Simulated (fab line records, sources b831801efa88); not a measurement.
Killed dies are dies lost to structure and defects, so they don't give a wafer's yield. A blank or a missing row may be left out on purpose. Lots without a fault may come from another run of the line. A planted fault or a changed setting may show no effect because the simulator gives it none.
Which tool did it? | flow gf180mcu | 10 lots, 30 wafers sampled, at 4 steps of a route of 602

WHAT THE GAUGES READ, wafer by wafer
GF_MIM_RS_MEAS_10: measures by four-point-probe.
lot  | measured     | on            | MIM_ALCU_RS (ohm/sq)
L535 | day 23 21:55 | film_metro-02 | 0.1587 0.1595 0.1570
L536 | day 24 17:50 | film_metro-04 | 0.1575 0.1599 0.1598
L538 | day 25 00:35 | film_metro-02 | 0.1599 0.1620 0.1598
L542 | day 27 21:14 | film_metro-01 | 0.0859 0.1572 0.1588
L544 | day 28 00:04 | film_metro-01 | 0.0864 0.0859 0.1563
L547 | day 28 16:36 | film_metro-04 | 0.1583 0.1580 0.1559
L552 | day 30 11:17 | film_metro-02 | 0.1623 0.1600 0.1615
L554 | day 30 22:32 | film_metro-02 | 0.1607 0.1595 0.1587
L553 | day 30 22:58 | film_metro-01 | 0.1594 0.1610 0.1613
L555 | day 31 06:23 | film_metro-02 | 0.1577 0.1593 0.1593

WHICH TOOL RAN EACH LOT (tool, then ch and the chambers of the sampled wafers, then the start)
lot  | GF_M4_STRIP_17                       | GF_MIM_SPUTTER_00            | GF_MIM_SPUTTER_08
L535 | plasma_asher-01 ch 0,1, day 22 20:08 | pvd_sputter-01, day 23 21:31 | pvd_sputter-02, day 23 21:52
L536 | plasma_asher-01 ch 0,1, day 23 16:42 | pvd_sputter-01, day 24 17:24 | pvd_sputter-02, day 24 17:46
L538 | plasma_asher-01 ch 0,1, day 23 23:44 | pvd_sputter-02, day 25 00:09 | pvd_sputter-04, day 25 00:30
L542 | plasma_asher-01 ch 0,1, day 26 22:34 | pvd_sputter-01, day 27 20:46 | pvd_sputter-02, day 27 21:08
L544 | plasma_asher-01 ch 0,1, day 27 01:13 | pvd_sputter-04, day 27 23:37 | pvd_sputter-02, day 27 23:59
L547 | plasma_asher-04 ch 0,1, day 27 18:44 | pvd_sputter-02, day 28 16:11 | pvd_sputter-04, day 28 16:33
L552 | plasma_asher-01 ch 0,1, day 29 13:24 | pvd_sputter-04, day 30 10:53 | pvd_sputter-02, day 30 11:14
L554 | plasma_asher-04 ch 0,1, day 30 01:44 | pvd_sputter-04, day 30 22:07 | pvd_sputter-02, day 30 22:28
L553 | plasma_asher-01 ch 0,1, day 30 02:36 | pvd_sputter-01, day 30 22:32 | pvd_sputter-04, day 30 22:53
L555 | plasma_asher-01 ch 0,1, day 30 09:29 | pvd_sputter-02, day 31 05:58 | pvd_sputter-01, day 31 06:19
- GF_M4_STRIP_17: strips in O2/N2.
- GF_MIM_SPUTTER_00: material Ti, target thk 37.5 nm, time 150 s.
- GF_MIM_SPUTTER_08: material AlCu, target thk 200 nm, time 10.6 s.

THE ANSWER, worked out from the rows above alone
Rule: what is usual is taken from the lots themselves. Put in order of their means at a reading, lots are off if they are a third of the lots or fewer, leave a main group of 4 or more, and stand apart from it by a gap of 3 or more times the standard deviation of the main group's means; of several such gaps the widest counts. A main group whose means are all the same, to the digits that the tables above print for the reading, isn't used. A lot without any number at a reading at which 4 lots or more have one is off too. The other lots that the step has rows for count as sound.
Off: L542, L544, at GF_MIM_RS_MEAS_10 (MIM_ALCU_RS). The main group: mean 0.1595 ohm/sq, standard deviation 0.0012.
A tool fits if, at a process step before that reading, it ran every lot that is off, and no sound lot after the first of them. The gauges at GF_MIM_RS_MEAS_10 are tried like those tools. None of those tried fits.

WHAT THE SIMULATOR HAD PUT IN
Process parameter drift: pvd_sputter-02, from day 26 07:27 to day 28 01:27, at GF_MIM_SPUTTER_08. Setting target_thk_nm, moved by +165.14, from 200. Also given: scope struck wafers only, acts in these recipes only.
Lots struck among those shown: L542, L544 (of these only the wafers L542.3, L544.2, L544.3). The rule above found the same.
